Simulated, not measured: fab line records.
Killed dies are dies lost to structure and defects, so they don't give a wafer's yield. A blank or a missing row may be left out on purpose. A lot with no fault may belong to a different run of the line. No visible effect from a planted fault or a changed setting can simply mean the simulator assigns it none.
Which tool is to blame? / flow gf180mcu / 13 lots with 39 wafers sampled at 4 steps, on a route of 602 steps

WHAT THE GAUGES READ, wafer by wafer
GF_VT_IMPLANT_OVL_MEAS_07. Usual: VT_IMPLANT_OVL gives 0.7 nm (standard deviation 1.3).
lot=L748; measured=day 5 12:25; on=overlay-02; VT_IMPLANT_OVL (nm)=0.0 -0.1 1.0; flag=
lot=L749; measured=day 5 21:43; on=overlay-02; VT_IMPLANT_OVL (nm)=1.4 -1.0 1.5; flag=
lot=L750; measured=day 6 02:55; on=overlay-02; VT_IMPLANT_OVL (nm)=3.9 0.7 1.9; flag=
lot=L751; measured=day 6 09:01; on=overlay-02; VT_IMPLANT_OVL (nm)=-0.1 -1.7 -0.1; flag=
lot=L754; measured=day 7 02:55; on=overlay-01; VT_IMPLANT_OVL (nm)=1.5 0.6 2.0; flag=
lot=L756; measured=day 7 15:13; on=overlay-02; VT_IMPLANT_OVL (nm)=3.0 0.9 0.7; flag=
lot=L760; measured=day 8 18:19; on=overlay-01; VT_IMPLANT_OVL (nm)=-3.1 -0.4 -2.1; flag=
lot=L761; measured=day 8 23:49; on=overlay-02; VT_IMPLANT_OVL (nm)=0.5 0.9 1.9; flag=
lot=L762; measured=day 9 04:01; on=overlay-02; VT_IMPLANT_OVL (nm)=1.1 1.7 1.3; flag=
lot=L765; measured=day 9 23:19; on=overlay-01; VT_IMPLANT_OVL (nm)=-1.0 -1.2 -2.0; flag=
lot=L767; measured=day 10 13:10; on=overlay-01; VT_IMPLANT_OVL (nm)=0.9 1.7 1.6; flag=
lot=L770; measured=day 11 07:04; on=overlay-01; VT_IMPLANT_OVL (nm)=-2.0 0.8 -0.9; flag=
lot=L771; measured=day 11 14:01; on=overlay-01; VT_IMPLANT_OVL (nm)=0.5 1.1 0.5; flag=

TOOL THAT RAN EACH LOT (tool first, then ch and the chambers of the sampled wafers, then the start)
lot=L748; GF_STI_STRIP_15=plasma_asher-03 ch 0,1, day 2 01:47; GF_LVPWELL_STRIP_10=plasma_asher-01 ch 0,1, day 3 19:48; GF_MVPSD_HMDS_01=litho_track-03 ch 0, day 4 15:41
lot=L749; GF_STI_STRIP_15=plasma_asher-04 ch 0,1, day 2 07:44; GF_LVPWELL_STRIP_10=plasma_asher-01 ch 0,1, day 4 04:00; GF_MVPSD_HMDS_01=litho_track-04 ch 0, day 4 23:25
lot=L750; GF_STI_STRIP_15=plasma_asher-01 ch 0,1, day 2 12:35; GF_LVPWELL_STRIP_10=plasma_asher-02 ch 0,1, day 4 08:43; GF_MVPSD_HMDS_01=litho_track-02 ch 0, day 5 04:58
lot=L751; GF_STI_STRIP_15=plasma_asher-01 ch 0, day 2 16:29; GF_LVPWELL_STRIP_10=plasma_asher-03 ch 0,1, day 4 13:19; GF_MVPSD_HMDS_01=litho_track-04 ch 0, day 5 10:36
lot=L754; GF_STI_STRIP_15=plasma_asher-04 ch 0,1, day 3 07:50; GF_LVPWELL_STRIP_10=plasma_asher-01 ch 0,1, day 5 05:40; GF_MVPSD_HMDS_01=litho_track-03 ch 0, day 6 03:01
lot=L756; GF_STI_STRIP_15=plasma_asher-01 ch 0,1, day 3 18:35; GF_LVPWELL_STRIP_10=plasma_asher-01 ch 0, day 5 16:31; GF_MVPSD_HMDS_01=litho_track-02 ch 0, day 6 15:28
lot=L760; GF_STI_STRIP_15=plasma_asher-01 ch 0,1, day 4 14:38; GF_LVPWELL_STRIP_10=plasma_asher-03 ch 0,1, day 6 16:31; GF_MVPSD_HMDS_01=litho_track-02 ch 0, day 7 16:01
lot=L761; GF_STI_STRIP_15=plasma_asher-03 ch 0,1, day 4 20:37; GF_LVPWELL_STRIP_10=plasma_asher-01 ch 0,1, day 6 23:08; GF_MVPSD_HMDS_01=litho_track-03 ch 0, day 7 22:28
lot=L762; GF_STI_STRIP_15=plasma_asher-01 ch 0,1, day 5 01:05; GF_LVPWELL_STRIP_10=plasma_asher-03 ch 0,1, day 7 01:37; GF_MVPSD_HMDS_01=litho_track-03 ch 0, day 8 02:34
lot=L765; GF_STI_STRIP_15=plasma_asher-04 ch 0,1, day 5 16:35; GF_LVPWELL_STRIP_10=plasma_asher-03 ch 0,1, day 7 20:00; GF_MVPSD_HMDS_01=litho_track-04 ch 0, day 8 21:20
lot=L767; GF_STI_STRIP_15=plasma_asher-04 ch 0,1, day 6 03:41; GF_LVPWELL_STRIP_10=plasma_asher-03 ch 0,1, day 8 08:28; GF_MVPSD_HMDS_01=litho_track-03 ch 0, day 9 10:02
lot=L770; GF_STI_STRIP_15=plasma_asher-04 ch 0,1, day 6 19:05; GF_LVPWELL_STRIP_10=plasma_asher-02 ch 0,1, day 9 01:27; GF_MVPSD_HMDS_01=litho_track-04 ch 0, day 10 02:56
lot=L771; GF_STI_STRIP_15=plasma_asher-01 ch 0,1, day 7 00:32; GF_LVPWELL_STRIP_10=plasma_asher-03 ch 0,1, day 9 07:39; GF_MVPSD_HMDS_01=litho_track-03 ch 0, day 10 10:28
- GF_STI_STRIP_15: strips in O2/N2.
- GF_LVPWELL_STRIP_10: strips in O2/N2.
- GF_MVPSD_HMDS_01: prime time 60 s.

AS READ BY THE TOOLS THEMSELVES (means over the sampled wafers that have a number; for cases with no such wafer, the mark the record gives instead)
GF_STI_STRIP_15. Usual: drypump_motor_current_A 5.7 A, standard deviation 0.36; heater_power_w 340 W, standard deviation 32; oes_product_au 0.384 a.u., standard deviation 0.0049; strip_time_to_endpoint_s 3.72 s, standard deviation 0.053.
lot=L748; tool=plasma_asher-03; drypump_motor_current_A (A)=5.6; heater_power_w (W)=357; oes_product_au (a.u.)=0.389; strip_time_to_endpoint_s (s)=3.76; flag=
lot=L749; tool=plasma_asher-04; drypump_motor_current_A (A)=6.1; heater_power_w (W)=362; oes_product_au (a.u.)=0.380; strip_time_to_endpoint_s (s)=3.77; flag=
lot=L750; tool=plasma_asher-01; drypump_motor_current_A (A)=5.3; heater_power_w (W)=311; oes_product_au (a.u.)=0.386; strip_time_to_endpoint_s (s)=3.69; flag=
lot=L751; tool=plasma_asher-01; drypump_motor_current_A (A)=5.6; heater_power_w (W)=341; oes_product_au (a.u.)=0.384; strip_time_to_endpoint_s (s)=3.77; flag=
lot=L754; tool=plasma_asher-04; drypump_motor_current_A (A)=5.9; heater_power_w (W)=342; oes_product_au (a.u.)=0.382; strip_time_to_endpoint_s (s)=3.68; flag=
lot=L756; tool=plasma_asher-01; drypump_motor_current_A (A)=5.5; heater_power_w (W)=327; oes_product_au (a.u.)=0.385; strip_time_to_endpoint_s (s)=3.77; flag=
lot=L760; tool=plasma_asher-01; drypump_motor_current_A (A)=5.3; heater_power_w (W)=308; oes_product_au (a.u.)=0.384; strip_time_to_endpoint_s (s)=3.72; flag=
lot=L761; tool=plasma_asher-03; drypump_motor_current_A (A)=5.6; heater_power_w (W)=359; oes_product_au (a.u.)=0.384; strip_time_to_endpoint_s (s)=3.70; flag=
lot=L762; tool=plasma_asher-01; drypump_motor_current_A (A)=5.5; heater_power_w (W)=331; oes_product_au (a.u.)=0.384; strip_time_to_endpoint_s (s)=3.74; flag=
lot=L765; tool=plasma_asher-04; drypump_motor_current_A (A)=6.1; heater_power_w (W)=366; oes_product_au (a.u.)=0.391; strip_time_to_endpoint_s (s)=3.82; flag=
lot=L767; tool=plasma_asher-04; drypump_motor_current_A (A)=6.1; heater_power_w (W)=363; oes_product_au (a.u.)=0.385; strip_time_to_endpoint_s (s)=3.74; flag=
lot=L770; tool=plasma_asher-04; drypump_motor_current_A (A)=5.9; heater_power_w (W)=350; oes_product_au (a.u.)=0.382; strip_time_to_endpoint_s (s)=3.72; flag=
lot=L771; tool=plasma_asher-01; drypump_motor_current_A (A)=5.5; heater_power_w (W)=328; oes_product_au (a.u.)=0.383; strip_time_to_endpoint_s (s)=3.78; flag=

GF_LVPWELL_STRIP_10. Usual: drypump_motor_current_A 5.7 A, standard deviation 0.47; heater_power_w 334 W, standard deviation 28; oes_product_au 0.722 a.u., standard deviation 0.0044; strip_time_to_endpoint_s 36.92 s, standard deviation 0.12.
lot=L748; tool=plasma_asher-01; drypump_motor_current_A (A)=5.5; heater_power_w (W)=327; oes_product_au (a.u.)=0.722; strip_time_to_endpoint_s (s)=37.08; flag=
lot=L749; tool=plasma_asher-01; drypump_motor_current_A (A)=5.5; heater_power_w (W)=325; oes_product_au (a.u.)=0.721; strip_time_to_endpoint_s (s)=37.05; flag=
lot=L750; tool=plasma_asher-02; drypump_motor_current_A (A)=6.1; heater_power_w (W)=336; oes_product_au (a.u.)=0.726; strip_time_to_endpoint_s (s)=36.95; flag=
lot=L751; tool=plasma_asher-03; drypump_motor_current_A (A)=5.4; heater_power_w (W)=337; oes_product_au (a.u.)=0.722; strip_time_to_endpoint_s (s)=37.16; flag=
lot=L754; tool=plasma_asher-01; drypump_motor_current_A (A)=5.5; heater_power_w (W)=326; oes_product_au (a.u.)=0.725; strip_time_to_endpoint_s (s)=36.86; flag=
lot=L756; tool=plasma_asher-01; drypump_motor_current_A (A)=5.6; heater_power_w (W)=337; oes_product_au (a.u.)=0.718; strip_time_to_endpoint_s (s)=37.11; flag=
lot=L760; tool=plasma_asher-03; drypump_motor_current_A (A)=5.4; heater_power_w (W)=331; oes_product_au (a.u.)=0.723; strip_time_to_endpoint_s (s)=37.05; flag=
lot=L761; tool=plasma_asher-01; drypump_motor_current_A (A)=5.5; heater_power_w (W)=328; oes_product_au (a.u.)=0.721; strip_time_to_endpoint_s (s)=36.85; flag=
lot=L762; tool=plasma_asher-03; drypump_motor_current_A (A)=5.4; heater_power_w (W)=337; oes_product_au (a.u.)=0.720; strip_time_to_endpoint_s (s)=36.79; flag=
lot=L765; tool=plasma_asher-03; drypump_motor_current_A (A)=5.4; heater_power_w (W)=332; oes_product_au (a.u.)=0.719; strip_time_to_endpoint_s (s)=36.89; flag=
lot=L767; tool=plasma_asher-03; drypump_motor_current_A (A)=5.5; heater_power_w (W)=357; oes_product_au (a.u.)=0.727; strip_time_to_endpoint_s (s)=36.89; flag=
lot=L770; tool=plasma_asher-02; drypump_motor_current_A (A)=6.1; heater_power_w (W)=338; oes_product_au (a.u.)=0.722; strip_time_to_endpoint_s (s)=36.77; flag=
lot=L771; tool=plasma_asher-03; drypump_motor_current_A (A)=5.6; heater_power_w (W)=353; oes_product_au (a.u.)=0.722; strip_time_to_endpoint_s (s)=36.96; flag=

GF_MVPSD_HMDS_01. Usual: chill_plate_temp_C 23.03 C, standard deviation 0.1; prime_temp_c 120.02 C, standard deviation 0.14.
lot=L748; tool=litho_track-03; chill_plate_temp_C (C)=22.96; prime_temp_c (C)=119.96; flag=
lot=L749; tool=litho_track-04; chill_plate_temp_C (C)=23.15; prime_temp_c (C)=120.02; flag=
lot=L750; tool=litho_track-02; chill_plate_temp_C (C)=22.97; prime_temp_c (C)=119.93; flag=
lot=L751; tool=litho_track-04; chill_plate_temp_C (C)=23.06; prime_temp_c (C)=119.93; flag=
lot=L754; tool=litho_track-03; chill_plate_temp_C (C)=23.13; prime_temp_c (C)=119.97; flag=
lot=L756; tool=litho_track-02; chill_plate_temp_C (C)=22.94; prime_temp_c (C)=114.21; flag=OFF
lot=L760; tool=litho_track-02; chill_plate_temp_C (C)=22.95; prime_temp_c (C)=114.40; flag=OFF
lot=L761; tool=litho_track-03; chill_plate_temp_C (C)=22.96; prime_temp_c (C)=120.04; flag=
lot=L762; tool=litho_track-03; chill_plate_temp_C (C)=23.01; prime_temp_c (C)=119.91; flag=
lot=L765; tool=litho_track-04; chill_plate_temp_C (C)=23.03; prime_temp_c (C)=120.19; flag=
lot=L767; tool=litho_track-03; chill_plate_temp_C (C)=23.01; prime_temp_c (C)=119.90; flag=
lot=L770; tool=litho_track-04; chill_plate_temp_C (C)=23.02; prime_temp_c (C)=119.98; flag=
lot=L771; tool=litho_track-03; chill_plate_temp_C (C)=23.05; prime_temp_c (C)=120.01; flag=

THE ANSWER, worked out from the rows above alone
Rule: take the mean of a lot's wafers that have a number; if it is more than 3 standard deviations from the usual mean, the lot is off. A lot without any number at a reading at which 4 lots or more have one is off too. Any other lot the step has rows for is counted as sound. Order of review: gauges by route order, followed by the tools' own readings, for which a lot's mean as printed above is used. At the first step where some lot is off, the reading lying furthest off is the one used; lots without a number count as furthest.
Off, at GF_MVPSD_HMDS_01 on prime_temp_c: L756, L760.
A tool fits if, at that step or a process step before it, it ran every lot that is off, and no sound lot after the first of them. One fits: GF_MVPSD_HMDS_01 on litho_track-02. Its last sound lot is L750 (day 5 04:58), its first lot that is off L756 (day 6 15:28): a fault that began between those two fits.
The tool's own readings at GF_MVPSD_HMDS_01 bear it out: on the lots that are off they differ by more than 5 times the standard deviation of the sound lots' means. prime_temp_c reads 114.31 C there against 119.99 C on the sound lots.

WHAT THE SIMULATOR HAD INSERTED
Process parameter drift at GF_MVPSD_HMDS_01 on litho_track-02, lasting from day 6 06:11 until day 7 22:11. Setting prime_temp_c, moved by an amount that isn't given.
Lots struck among those shown: L756, L760. The rule given above showed the same thing.
